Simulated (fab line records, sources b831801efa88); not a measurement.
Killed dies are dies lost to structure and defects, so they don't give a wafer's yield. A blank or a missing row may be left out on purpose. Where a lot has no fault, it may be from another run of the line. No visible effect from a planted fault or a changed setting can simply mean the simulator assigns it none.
What tool caused it? + flow sky130 + Sampling: 11 lots, 33 wafers, 3 of 708 route steps

== WHAT THE GAUGES SHOWED, per wafer ==
SKY_CAP2M_THK_MEAS_01.
| lot  | measured     | on            | CAP2M_CVD_00_THK (nm) |
|------|--------------|---------------|-----------------------|
| L223 | day 40 04:51 | film metro-03 | 15.58 15.42 15.64     |
| L225 | day 41 04:11 | film metro-04 | 15.08 15.44 15.71     |
| L227 | day 41 13:14 | film metro-04 | 15.45 15.60 15.69     |
| L233 | day 43 11:16 | film metro-02 | 15.00 15.18 15.39     |
| L234 | day 43 13:26 | film metro-02 | 15.56 15.94 15.61     |
| L236 | day 44 04:12 | film metro-02 | 15.24 15.05 15.48     |
| L238 | day 44 17:11 | film metro-02 | 15.36 15.38 15.31     |
| L239 | day 45 05:12 | film metro-02 | 15.32 15.03 15.76     |
| L240 | day 45 09:14 | film metro-04 | 15.46 15.41 15.86     |
| L242 | day 45 17:13 | film metro-02 | 15.09 15.47 15.78     |
| L243 | day 46 01:13 | film metro-02 | 15.22 15.46 15.73     |

== TOOL THAT RAN EACH LOT (tool first, then ch and the chambers of the sampled wafers, then the start) ==
| lot  | SKY_METAL4_SPUTTER_02        | SKY_METAL4_SPUTTER_04        |
|------|------------------------------|------------------------------|
| L223 | pvd sputter-01, day 40 04:43 | pvd sputter-01, day 40 04:47 |
| L225 | pvd sputter-01, day 41 04:03 | pvd sputter-01, day 41 04:06 |
| L227 | pvd sputter-01, day 41 13:05 | pvd sputter-01, day 41 13:08 |
| L233 | pvd sputter-03, day 43 11:08 | pvd sputter-03, day 43 11:11 |
| L234 | pvd sputter-02, day 43 13:19 | pvd sputter-02, day 43 13:22 |
| L236 | pvd sputter-01, day 44 04:04 | pvd sputter-01, day 44 04:08 |
| L238 | pvd sputter-01, day 44 17:04 | pvd sputter-01, day 44 17:07 |
| L239 | pvd sputter-02, day 45 05:04 | pvd sputter-02, day 45 05:07 |
| L240 | pvd sputter-03, day 45 09:06 | pvd sputter-03, day 45 09:10 |
| L242 | pvd sputter-03, day 45 17:04 | pvd sputter-03, day 45 17:08 |
| L243 | pvd sputter-01, day 46 01:04 | pvd sputter-01, day 46 01:08 |
- SKY_METAL4_SPUTTER_02: material AlCu, target thk 735 nm, time 39.1 s.
- SKY_METAL4_SPUTTER_04: material TiN, target thk 70 nm, time 58.3 s.

== AS READ BY THE TOOLS THEMSELVES (means over the sampled wafers that have a number; for cases with no such wafer, the mark the record gives instead) ==
SKY_METAL4_SPUTTER_02.
| lot  | tool           | chamber pressure pa (Pa) | throttle valve pct (%) |
|------|----------------|--------------------------|------------------------|
| L223 | pvd sputter-01 | 0.4007                   | 30.1                   |
| L225 | pvd sputter-01 | 0.3995                   | 30.6                   |
| L227 | pvd sputter-01 | 0.3995                   | 30.3                   |
| L233 | pvd sputter-03 | 0.4000                   | 30.0                   |
| L234 | pvd sputter-02 | 0.3999                   | 29.5                   |
| L236 | pvd sputter-01 | 0.4001                   | 30.2                   |
| L238 | pvd sputter-01 | 0.3995                   | 30.2                   |
| L239 | pvd sputter-02 | 0.4004                   | 29.9                   |
| L240 | pvd sputter-03 | 0.4012                   | 30.4                   |
| L242 | pvd sputter-03 | 0.4017                   | 29.1                   |
| L243 | pvd sputter-01 | 0.3998                   | 30.9                   |

SKY_METAL4_SPUTTER_04.
| lot  | tool           | chamber pressure pa (Pa) | throttle valve pct (%) |
|------|----------------|--------------------------|------------------------|
| L223 | pvd sputter-01 | 0.4004                   | 30.3                   |
| L225 | pvd sputter-01 | 0.3992                   | 30.5                   |
| L227 | pvd sputter-01 | 0.4000                   | 30.3                   |
| L233 | pvd sputter-03 | 0.3993                   | 30.0                   |
| L234 | pvd sputter-02 | 0.4006                   | 29.6                   |
| L236 | pvd sputter-01 | 0.3997                   | 30.2                   |
| L238 | pvd sputter-01 | 0.4001                   | 30.1                   |
| L239 | pvd sputter-02 | 0.4004                   | 29.9                   |
| L240 | pvd sputter-03 | 0.4006                   | 30.6                   |
| L242 | pvd sputter-03 | 0.4005                   | 29.1                   |
| L243 | pvd sputter-01 | 0.3997                   | 30.9                   |

== THE ANSWER, worked out from the rows above alone ==
Rule: the usual values come from the lots themselves. Put in order of their means at a reading, lots are off if they are a third of the lots or fewer, leave a main group of 4 or more, and stand apart from it by a gap of 3 or more times the standard deviation of the main group's means; of several such gaps the widest counts. A main group whose means are all the same, to the digits that the tables above print for the reading, isn't used. Also off: a lot with no number at a reading for which 4 or more lots have one. The other lots that the step has rows for count as sound. The gauges are gone through in route order, then the tools' own readings, and for those a lot's mean is taken as printed above. The first step at which some lot is off is used, and at that step the reading that is off furthest; a lot without a number counts as furthest.
None of the lots is off at any reading shown; this tells nothing.

== WHAT THE SIMULATOR HAD INSERTED ==
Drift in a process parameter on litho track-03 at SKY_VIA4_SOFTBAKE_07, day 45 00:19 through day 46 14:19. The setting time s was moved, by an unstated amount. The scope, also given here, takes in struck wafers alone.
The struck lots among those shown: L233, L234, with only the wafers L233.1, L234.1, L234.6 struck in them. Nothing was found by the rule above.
